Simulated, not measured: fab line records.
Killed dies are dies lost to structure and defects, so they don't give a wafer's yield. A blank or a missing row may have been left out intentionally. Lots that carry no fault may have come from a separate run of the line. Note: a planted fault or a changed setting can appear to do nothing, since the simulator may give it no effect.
One fault seen from 2 desks -- flow gf180mcu -- each desk holds nothing but its own numbers, with what lay behind them at the end

== FOR THE TOOL OWNER'S DESK: pvd-sputter-03 ==
At GF_M2_SPUTTER_01 (material TiN, target thk 30 nm, time 25 s) the tool's own readings: per lot run on this tool, the mean of the sampled wafers that have a number. If a lot's mean is further than 4 standard deviations from the usual mean, the lot is out of limits and carries the mark OUT (the distance appears in the brackets).
Columns: A = throttle-valve-pct at GF_M2_SPUTTER_01, usual 30.0 %
lot,first seen here,A
L722,day 18 04:53,29.9
L723,day 18 17:12,29.7
L724,day 19 03:47,29.9
L726,day 19 15:10,29.5
L730,day 21 06:54,30.0
L734,day 22 23:07,29.6
L740,day 24 17:17,29.9
L742,day 25 10:38,29.5
L745,day 26 04:54,29.8
This desk found nothing out of limits on any of the 9 lots.

== METROLOGY DESK ==
What the gauges read for every lot (on any tool): the sampled wafers with a number, averaged. If a lot's mean is further than 4 standard deviations from the usual mean, the lot is out of limits and carries the mark OUT (the distance appears in the brackets).
Columns: A = MIM_CVD_05_THK at GF_MIM_THK_MEAS_06, usual 41.9 nm
lot,first seen here,A
L722,day 24 11:34,42.0
L723,day 25 00:38,41.3
L724,day 25 09:12,42.2
L725,day 25 12:16,41.5
L726,day 25 18:11,41.7
L727,day 26 03:34,42.5
L729,day 26 15:49,42.2
L730,day 27 06:01,42.4
L734,day 28 14:26,42.1
L739,day 29 22:38,42.1
L740,day 30 03:52,41.4
L742,day 30 18:46,41.9
L745,day 31 10:20,42.0
This desk found nothing out of limits on any of the 13 lots.

== BROUGHT TOGETHER ==
The tool owner's desk saw nothing out of limits.
Nothing out of limits was seen by the metrology desk.

== WHAT HAD BEEN PUT IN BY THE SIMULATOR ==
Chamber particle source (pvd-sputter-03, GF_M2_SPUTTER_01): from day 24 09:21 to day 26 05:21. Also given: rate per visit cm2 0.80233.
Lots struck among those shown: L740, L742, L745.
